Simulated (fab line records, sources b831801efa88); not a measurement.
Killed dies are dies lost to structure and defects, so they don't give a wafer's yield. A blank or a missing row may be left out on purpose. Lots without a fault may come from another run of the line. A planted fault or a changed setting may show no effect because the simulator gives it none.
Chamber matching | flow sfq_line | SFQ_TRILAYER_I0_CMP_CMP_028 on cmp-02: 4 sister chambers
The step polishes SiO2. 8 wafers are shown with their chamber, then 7 later ones without.

WAFERS WITH THEIR CHAMBER
wafer  | chamber | motor_current_A (A) | time_to_endpoint_s (s)
L619.6 | 3       | 10.9                | 220
L622.5 | 0       | 9.4                 | 225
L623.1 | 1       | 8.7                 | 208
L623.3 | 0       | 9.4                 | 222
L624.2 | 3       | 11.4                | 204
L624.3 | 2       | 10.5                | 220
L624.5 | 2       | 10.2                | 229
L625.1 | 1       | 8.9                 | 208

WAFERS WITHOUT THEIR CHAMBER
wafer  | motor_current_A (A) | time_to_endpoint_s (s)
L625.2 | 10.1                | 223
L625.6 | 9.7                 | 231
L626.3 | 9.5                 | 217
L626.4 | 10.4                | 232
L626.5 | 11.4                | 223
L638.3 | 8.5                 | 206
L638.5 | 9.3                 | 207

WHICH CHAMBER EACH WENT THROUGH
wafer  | from the rows above     | in truth
L625.2 | 2                       | 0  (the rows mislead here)
L625.6 | can't be placed: 0 or 2 | 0
L626.3 | 0                       | 0
L626.4 | 2                       | 2
L626.5 | 3                       | 3
L638.3 | 1                       | 1
L638.5 | can't be placed: 1 or 0 | 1
Placed correctly: 4 of 7. Can't be placed from these rows: 2 (the true chamber is among the candidates in 2). Placed wrongly: 1.
How it was worked out, from the rows above alone: a wafer's distance from a chamber is the root of the sum, over the readings, of the square of ((its reading less the chamber's mean) divided by the reading's scatter). The wafer belongs to the nearest chamber; if the next one is less than 2 further off, it can't be placed. A chamber's mean is the mean of its shown wafers. The scatter: the root of (the sum of the squares of (reading less its chamber's mean) over the shown wafers, divided by (wafers less chambers)).
